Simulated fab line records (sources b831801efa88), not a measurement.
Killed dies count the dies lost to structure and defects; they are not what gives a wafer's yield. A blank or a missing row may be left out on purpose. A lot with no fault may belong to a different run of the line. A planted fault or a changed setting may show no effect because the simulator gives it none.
8D (eight disciplines) problem report, filled in by code -- flow sky130 -- the parts of the form that need people (team, actions taken, sign-off) are left out

## 1. THE PROBLEM
Wafers without a fault read 48.50 W, standard deviation 0.16; bias-w at SKY_CAPM_METAL_ETCH_13 reads a mean of 37.51 W on 3 wafers belonging to 2 lots. That is -69 standard deviations from the usual mean.
The step: etches TiN in Cl2/BCl3, stops on SiO2, target depth 220 nm, time 62.9 s.
First observed at day 40 17:28: wafer L320.3, on rie-metal-02. The record has a number at this step for 18 wafers belonging to 6 lots. Rule for "out", or "out of limits": more than 4 standard deviations from the usual mean. The rest of the wafers with a number are treated as sound.

## 2. WHAT THIS IS AND IS NOT
question,is,is not
which readings at this step,bias-w,"drypump-motor-current-A, oes-product-au, rf-fwd-power-W"
which lots,"L320, L322","L312, L313, L326, L327"
which wafers of those lots,"L320.3, L322.3, L322.6","L320.4, L320.5, L322.5"
read on which tools,rie-metal-02,"rie-metal-03, rie-metal-04"
when,from day 40 17:28,"up to then (8 sound wafers); but 7 sound wafers of L322, L326, L327 came after"

## 3. WHAT RULES OUT EACH SUSPECT
Counting: a tool at a process step up to the reading stays a suspect if it ran every lot that is out. Sound lots after the first of them don't rule it out here, since some wafers of a struck lot are sound.
- pvd-sputter-03 at SKY_CAPM_SPUTTER_02 (material TiN, target thk 200 nm, time 166.7 s): kept. It ran every lot that is out, first L320 (day 39 18:23); its last sound lot up to then is L312 (day 36 23:50).
- rie-metal-02 at SKY_CAPM_METAL_ETCH_13 (etches TiN in Cl2/BCl3, stops on SiO2, target depth 220 nm, time 62.9 s): kept. It ran every lot that is out, first L320 (day 40 17:28); its last sound lot up to then is L312 (day 38 00:25). Its own bias-w readings are out on those wafers.
- The sound lot-mates ran in chamber 0 of rie-metal-02 at SKY_CAPM_METAL_ETCH_13, but the wafers that are out ran in chamber 1.
Left after counting: pvd-sputter-03 at SKY_CAPM_SPUTTER_02, rie-metal-02 at SKY_CAPM_METAL_ETCH_13.

## 4. THE CAUSE (what the simulator had put in)
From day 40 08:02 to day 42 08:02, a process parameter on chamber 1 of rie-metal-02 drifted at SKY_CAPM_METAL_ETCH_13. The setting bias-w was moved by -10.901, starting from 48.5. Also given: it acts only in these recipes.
This tool is one of the 2 suspects left after counting.

## 5. SEQUENCE OF EFFECTS, ordered by route
Each row: a reading where the mean over the struck wafers with a number is more than 3 standard deviations away from the usual. Only readings for which the record gives a usual standard deviation are gone through. hours: the time from each lot's start at the first step in this table that gives one to its start at this step, as a median over the lots. sigmas: the change in usual standard deviations.
hours,step,reading,usual,on struck wafers,change,sigmas
0,SKY_CAPM_METAL_ETCH_13,bias-w,48.50 W,37.51,-10.99,-69
Its process steps:
- SKY_CAPM_METAL_ETCH_13: etches TiN in Cl2/BCl3, stops on SiO2, target depth 220 nm, time 62.9 s.

## 6. WHAT WOULD HAVE CAUGHT IT SOONER
The fault began at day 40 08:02; the first out-of-limits reading in this record came at day 40 17:28, 9 hours later.
